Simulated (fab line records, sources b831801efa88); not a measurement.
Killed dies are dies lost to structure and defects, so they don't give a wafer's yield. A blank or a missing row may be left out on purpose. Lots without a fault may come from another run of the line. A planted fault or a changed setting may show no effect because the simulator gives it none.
Which tool did it? | flow gf180mcu | 11 lots, 33 wafers sampled, at 1 step of a route of 602

WHAT THE GAUGES READ, wafer by wafer
GF_M4_RS_MEAS_05: measures by four-point-probe.
lot  | measured     | on            | M4_ALCU_RS (ohm/sq)
L377 | day 22 08:20 | film_metro-02 | 0.0696 0.0696 0.0694
L378 | day 22 16:18 | film_metro-04 | 0.0686 0.0693 0.0688
L379 | day 22 22:07 | film_metro-01 | 0.0694 0.0692 0.0689
L380 | day 23 13:06 | film_metro-02 | 0.0695 0.0691 0.0700
L381 | day 23 18:50 | film_metro-04 | 0.0697 0.0694 0.0698
L383 | day 24 15:12 | film_metro-04 | 0.0696 0.0704 0.0698
L389 | day 26 09:31 | film_metro-02 | 0.0693 0.0694 0.0696
L390 | day 27 03:36 | film_metro-02 | 0.0700 0.0698 0.0704
L394 | day 28 01:55 | film_metro-02 | 0.0697 0.0694 0.0698
L397 | day 29 03:30 | film_metro-01 | 0.0701 0.0703 0.0702
L400 | day 29 16:42 | film_metro-01 | 0.0698 0.0695 0.0690

WHICH TOOL RAN EACH LOT (tool, then ch and the chambers of the sampled wafers, then the start)
The record holds no process step before these readings.

THE ANSWER, worked out from the rows above alone
Rule: what is usual is taken from the lots themselves. Put in order of their means at a reading, lots are off if they are a third of the lots or fewer, leave a main group of 4 or more, and stand apart from it by a gap of 3 or more times the standard deviation of the main group's means; of several such gaps the widest counts. A main group whose means are all the same, to the digits that the tables above print for the reading, isn't used. A lot without any number at a reading at which 4 lots or more have one is off too. The other lots that the step has rows for count as sound.
No lot is off at any reading shown: from this, nothing can be told.

WHAT THE SIMULATOR HAD PUT IN
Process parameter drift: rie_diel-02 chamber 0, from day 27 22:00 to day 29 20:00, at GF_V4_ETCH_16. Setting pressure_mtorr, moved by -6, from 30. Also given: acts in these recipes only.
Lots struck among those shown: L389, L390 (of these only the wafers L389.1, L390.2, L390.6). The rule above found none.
